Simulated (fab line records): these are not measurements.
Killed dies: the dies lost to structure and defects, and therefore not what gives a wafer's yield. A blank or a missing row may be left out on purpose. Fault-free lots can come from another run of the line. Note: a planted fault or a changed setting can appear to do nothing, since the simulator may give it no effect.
fab line records	flow sky130
[record] lots = 6	wafers = 18	lastDay = 49
route steps=708 shown VIA1@460 PAD_OPEN@708
lots with no fault: from the same line, run without faults
startH: start of the lot's first displayed wafer, in hours after the record's first day	waitH: how many hours have passed since the lot's step before this one	" the same as in the row above	L1.1+2: a row that stands for several wafers	- no value, or no start was given	* or withheld: withheld	< > ~ a bound
route shown NAME@n: names a module that has steps shown in the file, with the first one's number in the route	usual: the fault-free wafers' mean and standard deviation	same: alike in all rows	chamber/n: place in a boat	sites: readings site by site	_std_site: standard deviation of those values	_edge_site: outer sites' mean less inner sites'	radiusMm: for every site, how far away it sits from the centre of the wafer	mask NAME#n: copy n	behind: the last tool/chamber to shape the wafer	hold: what put the lot on hold/how long, in hours/how the hold closed	device: names the non-switching transistor (n, p or np)	end of line: the route-end tests of the same wafers	for a step that has no rows: nothing shown but its recipe	killed: dies that structure and defects cost at the first sort, which is not the same as the wafer's yield	map: per-die view of a wafer (x killed, . not killed, _ where there is no die)
set.NAME: the run value of the setting; set.NAME@STEP: its run value at that earlier step	model.NAME: the simulator's own value behind a step, which no gauge read
lots at some steps of the route; a table a step, a row a wafer
services: a tool's chamber out of use, with start hour (startH, from the record's first day; less than 0 if before it), hours out, and reason
[[steps]]
[step SKY_VIA1_CMP_02]
[recipe] material = SiO2	downForcePsi = 4	platenRpm = 60	padVelocityMS = 0.94248
[usual] motorCurrentA = 11.8/1	retainingRingPressureFrac = 1.000/0.0053
lot.wafer	tool	chamber	startH	waitH	motorCurrentA	retainingRingPressureFrac
L620.1	cmp-02	0	809.05	0.1	12.2	0.994
L620.3	"	1	"	"	12.5	0.993
L620.5	"	2	"	"	13.2	0.999
L622.4	cmp-01	0	828.66	0.1	10.3	1.001
L622.1	"	1	"	"	11.5	1.001
L622.6	"	2	"	"	12.0	1.001
L628.2	cmp-01	1	874.15	0.1	11.8	1.000
L628.6	"	3	"	"	12.0	1.002
L628.5	"	0	"	"	10.1	1.006
L629.4	cmp-02	0	875.97	0.1	12.3	1.007
L629.3	"	1	"	"	11.9	1.004
L629.2	"	2	"	"	13.6	0.994
L630.2	cmp-02	0	886.51	0.1	12.1	1.007
L630.3	"	1	"	"	11.7	1.007
L630.6	"	2	"	"	13.9	1.006
L631.2	cmp-02	0	909.66	0.1	12.7	1.001
L631.3	"	2	"	"	13.7	1.000
L631.6	"	0	"	"	13.3	1.006
[step SKY_VIA1_BOW_MEAS_03]
[recipe] mode = bow
[usual] VIA1_BOW = 79/6.5
lot.wafer	tool	chamber	startH	waitH	VIA1_BOW[um]
L620.1	filmMetro-02	-	809.25	0.1	79
L620.3	"	-	"	"	77
L620.5	"	-	"	"	75
L622.1	filmMetro-04	-	828.86	0.1	73
L622.4	"	-	"	"	75
L622.6	"	-	"	"	83
L628.2	filmMetro-03	-	874.37	0.2	79
L628.5	"	-	"	"	80
L628.6	"	-	"	"	79
L629.2	filmMetro-04	-	876.24	0.1	74
L629.3	"	-	"	"	74
L629.4	"	-	"	"	69
L630.2	filmMetro-02	-	886.73	0.2	77
L630.3	"	-	"	"	71
L630.6	"	-	"	"	85
L631.2	filmMetro-02	-	909.93	0.2	79
L631.3	"	-	"	"	78
L631.6	"	-	"	"	79
[step SKY_VIA1_DEHYDRATE_04]
[recipe] tempC = 200	timeS = 60
[step SKY_VIA1_HMDS_05]
[recipe] primeTimeS = 60	primeTempC = 120
[step SKY_VIA1_COAT_06]
[recipe] resist = BARC	tempC = withheld	timeS = withheld	spinRpm = 3000	resistThkNm = 60
[step SKY_VIA1_COAT_07]
[recipe] resist = KrF-thick	spinRpm = 3000	resistThkNm = 450
[step SKY_VIA1_SOFTBAKE_08]
[recipe] tempC = 100	timeS = 90	resist = KrF-thick
[step SKY_VIA1_EXPOSE_09]
[recipe] maskId = VIM	na = 0.8	sourceShape = annular	sigmaInner = 0.55	sigmaOuter = 0.85	targetCdNm = 150	doseMj = 38
[step SKY_VIA1_PEB_10]
[recipe] pebTempC = withheld	pebTimeS = withheld	resist = KrF-thick
[step SKY_VIA1_DEVELOP_11]
[recipe] developTimeS = 60	resist = KrF-thick	devTempC = 21
[step SKY_VIA1_CD_MEAS_12]
[recipe] targetCdNm = 150
[usual] cdNm = 150.0/1.7
lot.wafer	tool	chamber	startH	waitH	cdNm
L620.1	cdSem-02	-	835.87	-	148.8
L620.3	"	-	"	"	151.8
L620.5	"	-	"	"	151.0
L622.1	cdSem-01	-	855.32	-	151.0
L622.4	"	-	"	"	151.2
L622.6	"	-	"	"	150.6
L628.2	cdSem-02	-	901.14	-	148.0
L628.5	"	-	"	"	149.0
L628.6	"	-	"	"	146.6
L629.2	cdSem-01	-	902.44	-	149.4
L629.3	"	-	"	"	148.2
L629.4	"	-	"	"	149.3
L630.2	cdSem-02	-	912.42	-	150.5
L630.3	"	-	"	"	150.5
L630.6	"	-	"	"	150.3
L631.2	cdSem-01	-	937.24	-	150.7
L631.3	"	-	"	"	149.3
L631.6	"	-	"	"	148.8
[step SKY_VIA1_OVL_MEAS_13]
[usual] VIA1_OVL = 1/4.5
lot.wafer	tool	chamber	startH	waitH	VIA1_OVL[nm]
L620.1	overlay-02	-	835.99	0.1	-2
L620.3	"	-	"	"	-3
L620.5	"	-	"	"	3
L622.1	overlay-02	-	855.44	0.1	3
L622.4	"	-	"	"	2
L622.6	"	-	"	"	-1
L628.2	overlay-01	-	901.25	0.1	-5
L628.5	"	-	"	"	-2
L628.6	"	-	"	"	-6
L629.2	overlay-02	-	902.55	0.1	-3
L629.3	"	-	"	"	6
L629.4	"	-	"	"	1
L630.2	overlay-01	-	912.53	0.1	5
L630.3	"	-	"	"	5
L630.6	"	-	"	"	3
L631.2	overlay-02	-	937.35	0.1	-4
L631.3	"	-	"	"	-10
L631.6	"	-	"	"	-7
[step SKY_VIA1_ETCH_14]
[recipe] chemistry = N2/H2	target = BARC	ionEnergyEv = 200	sourceW = 500	biasW = 100	pressureMtorr = 30	n2FlowSccm = 100	h2FlowSccm = 200	stopOn = SiO2	timeS = 45.9	targetDepthA = 600
[usual] drypumpMotorCurrentA = 5.8/0.32	oesProductAu = 0.854/0.0047	throttleValvePct = 13.225/0.0084
lot.wafer	tool	chamber	startH	waitH	drypumpMotorCurrentA	oesProductAu	rfHoursCounterH	throttleValvePct	model.KrF-thick_of_VIA1_COAT_07.thkNm	model.etch.depthNm	model.VIA1.cdNm
L620.1	rieDiel-01	1	836.03	0.0	6.0	0.852	4	13.233	389.4	59.65	148.6
L620.3	"	3	"	"	5.7	0.857	23	13.224	389.9	59.91	151.3
L620.5	"	1	"	"	6.0	0.856	-	13.204	389	59.84	150.6
L622.1	rieDiel-01	2	855.48	0.0	5.9	0.852	15	13.217	390.4	59.74	151.5
L622.4	"	0	"	"	5.9	0.859	4	13.225	390	59.75	151
L622.6	"	2	"	"	6.0	0.857	-	13.221	390.8	59.72	151.1
L628.2	rieDiel-01	1	901.28	0.0	6.0	0.731	6	13.215	410.7	44.68	143.3
L628.5	"	1	"	"	6.0	0.731	-	13.222	411.2	44.32	144.9
L628.6	"	0	"	"	6.0	0.858	-	13.235	391.8	59.82	145.1
L629.2	rieDiel-02	3	902.58	0.0	6.0	0.851	14	13.231	392.3	59.89	148.9
L629.3	"	0	"	"	5.3	0.851	18	13.220	391.6	59.8	148.1
L629.4	"	1	"	"	5.5	0.853	5	13.219	390.9	59.73	148.4
L630.2	rieDiel-01	1	912.56	0.0	6.1	0.734	6	13.210	411.4	44.46	147.2
L630.3	"	0	"	"	6.0	0.854	6	13.233	391.6	60.11	150
L630.6	"	3	"	"	5.6	0.852	-	13.223	392.8	60.07	151
L631.2	rieDiel-04	1	937.38	0.0	5.8	0.859	4	13.227	394.5	60.18	152.2
L631.3	"	3	"	"	5.4	0.853	9	13.219	393.7	59.86	149.2
L631.6	"	2	"	"	6.5	0.863	-	13.222	395	60.14	149.6
[step SKY_VIA1_ETCH_15]
[recipe] target = SiO2	chemistry = C4F8/O2/Ar	targetDepthNm = 351	stopOn = TiN	maskMaterial = KrF-thick	sourceW = 1500	biasW = 1200	pressureMtorr = 40	c4f8FlowSccm = withheld	O2_flow_sccm = 6	Ar_flow_sccm = 300	timeS = 54
[usual] oesProductAu = 0.982/0.0055
lot.wafer	tool	chamber	startH	waitH	oesProductAu	rfHoursCounterH	model.KrF-thick_of_VIA1_COAT_07.thkNm
L620.1	rieDiel-01	1	836.07	0.0	0.985	4	319.3
L620.3	"	3	"	"	0.978	23	318.3
L620.5	"	1	"	"	0.983	-	318.7
L622.1	rieDiel-01	2	855.52	0.0	0.985	15	320.5
L622.4	"	0	"	"	0.987	4	320
L622.6	"	2	"	"	0.978	-	320.8
L628.2	rieDiel-01	1	901.32	0.0	0.386	6	338.9
L628.5	"	1	"	"	0.372	-	339.1
L628.6	"	0	"	"	0.987	-	320.4
L629.2	rieDiel-02	3	902.62	0.0	0.983	14	322.6
L629.3	"	0	"	"	0.986	18	321.7
L629.4	"	1	"	"	0.991	5	320.2
L630.2	rieDiel-01	1	912.60	0.0	0.376	6	340
L630.3	"	0	"	"	0.985	6	321.1
L630.6	"	3	"	"	0.974	-	321.7
L631.2	rieDiel-04	1	937.42	0.0	0.983	4	324.6
L631.3	"	3	"	"	0.976	9	323.6
L631.6	"	2	"	"	0.977	-	326.1
[step SKY_VIA1_STRIP_16]
[recipe] chemistry = O2/N2	powerW = 1400	pressureMtorr = 1500	platenTempC = withheld	o2FlowSccm = 3000	n2FlowSccm = 300	overashFraction = 0.5
[usual] drypumpMotorCurrentA = 5.7/0.52	oesProductAu = 0.416/0.005	stripTimeToEndpointS = 4.445/0.019
[same] overashFraction = 0.5
lot.wafer	tool	chamber	startH	waitH	drypumpMotorCurrentA	oesProductAu	rfHoursCounterH	stripTimeToEndpointS
L620.1	plasmaAsher-02	1	836.11	0.0	5.4	0.411	96	4.422
L620.3	"	1	"	"	5.4	0.409	-	4.419
L620.5	"	1	"	"	5.5	0.420	-	4.408
L622.1	plasmaAsher-02	0	855.56	0.0	6.1	0.417	98	4.439
L622.4	"	1	"	"	5.5	0.413	-	4.436
L622.6	"	1	"	"	5.5	0.421	-	4.432
L628.2	plasmaAsher-04	0	901.36	0.0	6.2	0.418	47	4.616
L628.5	"	0	"	"	6.1	0.426	-	4.642
L628.6	"	1	"	"	5.2	0.409	-	4.445
L629.2	plasmaAsher-02	0	902.66	0.0	6.1	0.421	103	4.456
L629.3	"	0	"	"	6.1	0.412	-	4.461
L629.4	"	1	"	"	5.4	0.417	-	4.435
L630.2	plasmaAsher-01	0	912.65	0.0	6.4	0.427	17	4.642
L630.3	"	1	"	"	5.0	0.416	-	4.448
L630.6	"	1	"	"	5.0	0.405	-	4.454
L631.2	plasmaAsher-01	0	937.46	0.0	6.4	0.427	19	4.479
L631.3	"	0	"	"	6.4	0.411	-	4.468
L631.6	"	0	"	"	6.4	0.423	-	4.498
[step SKY_VIA1_STRIP_17]
[recipe] chemistry = postEtchResidueRemover	timeS = 1200	tempC = 72.5
[step SKY_PAD_OPEN_PROBE_99]
[usual] defectLimitedYield = 82.5/1.9	killed_at_M0_to_M3 = 42/7.4	killed_at_M4_up = 3.4/1.8	killedAtContacts = 25/5.4	killedAtFrontEnd = 15/4.4	killedAtOther = 0.2/0.52	killedDies = 86/9.3	killedOnRim = 17/3.9	killedOpen = 47/7.6	killedShort = 39/6.5	sort_bin_3_pad_short = 0.9/0.46	sort_bin_5_function = 10.3/1.5	sort_bin_6_memory = 6.3/1.2	sortNPass = 406/9.3	sortYieldPct = 82.5/1.9
[same] grossDies = 492	killedAtBackSide = 0	sort_bin_4_leakage[%] = 0	sort_bin_8_speed[%] = 0
lot.wafer	tool	chamber	startH	waitH	defectLimitedYield[%]	killed_at_M0_to_M3	killed_at_M4_up	killedAtContacts	killedAtFrontEnd	killedAtOther	killedDies	killedOnRim	killedOpen	killedShort	sort_bin_3_pad_short[%]	sort_bin_5_function[%]	sort_bin_6_memory[%]	sortNPass	sortYieldPct[%]
L622.1	prober-02	-	1128.65	0.1	84.8	34	2	27	12	0	75	15	40	35	0.6	10.6	4.1	417	84.8
L622.4	prober-02	-	1128.80	0.2	79.3	50	3	30	19	0	102	20	54	48	1.0	12.4	7.3	390	79.3
L622.6	prober-02	-	1128.90	0.2	82.9	33	4	24	23	0	84	17	47	37	1.0	9.3	6.7	408	82.9
L628.2	prober-01	-	1160.52	0.1	0	452	1	26	12	1	492	96	44	41	1.6	93.7	4.7	0	0
L628.5	prober-01	-	1160.67	0.2	0.2	443	6	27	15	0	491	96	47	39	0.8	91.5	7.5	1	0.2
L630.2	prober-01	-	1166.54	0.1	0.2	453	3	25	9	1	491	96	45	28	1.0	93.3	5.5	1	0.2
L630.3	prober-01	-	1166.59	0.2	83.3	46	3	21	12	0	82	22	41	41	1.2	10.6	4.9	410	83.3
L631.2	prober-01	-	1182.65	0.1	82.9	30	1	39	14	0	84	19	43	41	1.0	10.6	5.5	408	82.9
L631.3	prober-01	-	1182.70	0.2	80.3	42	5	35	15	0	97	17	59	38	0.4	12.6	6.7	395	80.3
L631.6	prober-01	-	1182.85	0.2	80.1	59	3	15	21	0	98	18	58	40	0.4	12.2	7.3	394	80.1
// killed by level:class
L622.1 CONTACT:geometricParticle:open=11 VIA1:geometricParticle:open=11 FIELD_ISO:geometricParticle:short=6 LI_CONTACT:geometricParticle:open=6 METAL2:geometricParticle:short=6 CONTACT:geometricParticle:short=5 VIA1:geometricParticle:short=4 LOCAL_INTERCONNECT:geometricParticle:short=4
L622.4 CONTACT:geometricParticle:open=11 LI_CONTACT:geometricParticle:open=10 FIELD_ISO:geometricParticle:open=8 FIELD_ISO:geometricParticle:short=7 METAL1:geometricParticle:short=7 VIA2:geometricParticle:open=7 VIA3:geometricParticle:open=7 CONTACT:geometricParticle:short=6
L622.6 VIA1:geometricParticle:open=10 FIELD_ISO:geometricParticle:open=6 CONTACT:geometricParticle:short=6 CONTACT:geometricParticle:open=6 FIELD_ISO:geometricParticle:short=4 POLY_GATE:geometricParticle:short=4 POLY_GATE:geometricParticle:open=4 LI_CONTACT:geometricParticle:open=4
L628.2 VIA1:areaEtch=407 VIA1:geometricParticle:open=12 CONTACT:geometricParticle:open=11 METAL1:geometricParticle:short=10 LI_CONTACT:geometricParticle:open=7 VIA1:geometricParticle:short=6 POLY_GATE:geometricParticle:open=5 CONTACT:geometricParticle:short=5
L628.5 VIA1:areaEtch=405 VIA3:geometricParticle:open=11 LI_CONTACT:geometricParticle:open=10 LOCAL_INTERCONNECT:geometricParticle:short=7 METAL2:geometricParticle:short=6 VIA2:geometricParticle:open=6 POLY_GATE:geometricParticle:short=4 LI_CONTACT:geometricParticle:short=4
L630.2 VIA1:areaEtch=418 CONTACT:geometricParticle:open=8 VIA1:geometricParticle:open=8 VIA3:geometricParticle:open=7 LI_CONTACT:geometricParticle:open=7 CONTACT:geometricParticle:short=5 VIA2:geometricParticle:open=5 METAL1:geometricParticle:short=3
L630.3 VIA1:geometricParticle:open=14 CONTACT:geometricParticle:open=8 METAL2:geometricParticle:short=6 VIA2:geometricParticle:open=6 LOCAL_INTERCONNECT:geometricParticle:short=5 CONTACT:geometricParticle:short=5 POLY_CUT:geometricParticle:open=4 METAL1:geometricParticle:short=4
L631.2 LI_CONTACT:geometricParticle:open=12 CONTACT:geometricParticle:open=9 VIA1:geometricParticle:open=9 CONTACT:geometricParticle:short=7 LOCAL_INTERCONNECT:geometricParticle:short=6 METAL1:geometricParticle:short=6 FIELD_ISO:geometricParticle:short=4 LI_CONTACT:geometricParticle:short=4
L631.3 LI_CONTACT:geometricParticle:open=14 VIA1:geometricParticle:open=11 VIA2:geometricParticle:open=8 METAL1:geometricParticle:short=7 CONTACT:geometricParticle:open=7 FIELD_ISO:geometricParticle:open=5 POLY_GATE:geometricParticle:open=5 CONTACT:geometricParticle:short=5
L631.6 VIA2:geometricParticle:open=13 METAL2:geometricParticle:short=10 FIELD_ISO:geometricParticle:open=8 VIA1:geometricParticle:open=8 VIA3:geometricParticle:open=7 CONTACT:geometricParticle:open=6 VIA2:geometricParticle:short=5 POLY_GATE:geometricParticle:open=4
// map L628.2 (x killed, . not)
__________xxxxxxxxxx_________
________xxxxxxxxxxxxxx_______
______xxxxxxxxxxxxxxxxxx_____
_____xxxxxxxxxxxxxxxxxxxx____
____xxxxxxxxxxxxxxxxxxxxxx___
___xxxxxxxxxxxxxxxxxxxxxxxx__
__xxxxxxxxxxxxxxxxxxxxxxxxxx_
_xxxxxxxxxxxxxxxxxxxxxxxxxxxx
_xxxxxxxxxxxxxxxxxxxxxxxxxxxx
_xxxxxxxxxxxxxxxxxxxxxxxxxxxx
_xxxxxxxxxxxxxxxxxxxxxxxxxxxx
_xxxxxxxxxxxxxxxxxxxxxxxxxxxx
_xxxxxxxxxxxxxxxxxxxxxxxxxxxx
_xxxxxxxxxxxxxxxxxxxxxxxxxxxx
_xxxxxxxxxxxxxxxxxxxxxxxxxxxx
__xxxxxxxxxxxxxxxxxxxxxxxxxx_
___xxxxxxxxxxxxxxxxxxxxxxxx__
____xxxxxxxxxxxxxxxxxxxxxx___
_____xxxxxxxxxxxxxxxxxxxx____
______xxxxxxxxxxxxxxxxxx_____
________xxxxxxxxxxxxxx_______
__________xxxxxxxxxx_________
// map L630.2 (x killed, . not)
__________xxxxxxxxxx_________
________xxxxxxxxxxxxxx_______
______xxxxxxxxxxxxxxxxxx_____
_____xxxxxxxxxxxxxxxxxxxx____
____xxxxxxxxxxxxxxxxxxxxxx___
___xxxxxxxxxxxxxxxxxxxxxxxx__
__xxxxxxxxxxxxxxxxxxxxxxxxxx_
_xxxxxxxxxxxx.xxxxxxxxxxxxxxx
_xxxxxxxxxxxxxxxxxxxxxxxxxxxx
_xxxxxxxxxxxxxxxxxxxxxxxxxxxx
_xxxxxxxxxxxxxxxxxxxxxxxxxxxx
_xxxxxxxxxxxxxxxxxxxxxxxxxxxx
_xxxxxxxxxxxxxxxxxxxxxxxxxxxx
_xxxxxxxxxxxxxxxxxxxxxxxxxxxx
_xxxxxxxxxxxxxxxxxxxxxxxxxxxx
__xxxxxxxxxxxxxxxxxxxxxxxxxx_
___xxxxxxxxxxxxxxxxxxxxxxxx__
____xxxxxxxxxxxxxxxxxxxxxx___
_____xxxxxxxxxxxxxxxxxxxx____
______xxxxxxxxxxxxxxxxxx_____
________xxxxxxxxxxxxxx_______
__________xxxxxxxxxx_________
[[services]]
tool	chamber	startH	hours	kind
rieDiel-04	1	793.67	7.6	repair
plasmaAsher-04	-	820.15	5.8	repair
rieDiel-01	1	827.46	6.3	repair
rieDiel-01	2	829.35	10.1	repair
cmp-02	-	862.13	5.2	pm
plasmaAsher-01	-	888.50	3.1	repair
rieDiel-02	1	893.04	2.9	repair
cmp-01	-	901.02	5.0	repair
rieDiel-01	1	905.60	3.3	repair
plasmaAsher-01	-	922.68	2.8	pm
cmp-02	-	928.71	4.0	pm
cmp-02	-	932.71	-	consumableReplace:conditioner
cmp-02	-	932.71	-	consumableReplace:pad
[[key]]
[firstSign] step = SKY_VIA1_ETCH_14	reading = oesProductAu	direction = down	sigmas = 26	usual = 0.854	struck = 0.732
[effect] step = SKY_VIA1_ETCH_15	reading = oesProductAu	direction = down	sigmas = 99+	usual = 0.982	struck = 0.378
[effect] step = SKY_VIA1_STRIP_16	reading = stripTimeToEndpointS	direction = up	sigmas = 10	usual = *	struck = *
[effect] step = SKY_PAD_OPEN_PROBE_99	reading = sort_bin_5_function	direction = up	sigmas = 56	usual = 10.3	struck = 92.8
[modelEffect] step = SKY_VIA1_ETCH_14	value = KrF-thick_of_VIA1_COAT_07.thkNm	without = 391.8	struck = 411.1
[modelEffect] step = SKY_VIA1_ETCH_15	value = KrF-thick_of_VIA1_COAT_07.thkNm	without = 320.1	struck = 339.3
[moreKillsBornAt] SKY_VIA1_ETCH_14@rieDiel-01 = 1230
metAt SKY_VIA1_ETCH_14
struckWafers L628.2,L628.5,L630.2
laterRowsLeftOut L628.2,L628.5,L630.2
onsetBetween 855.48 901.28
[fault] kind = processParameterDrift	tool = rieDiel-01	chamber = -	onsetH = 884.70	steps = SKY_VIA1_ETCH_14	channel = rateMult	offset = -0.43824	shape = step	endH = 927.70	scope = struckWafersOnly
// laterRowsLeftOut: the simulator's readings of these wafers behind a module that went badly wrong aren't trusted and aren't shown, but for the sort
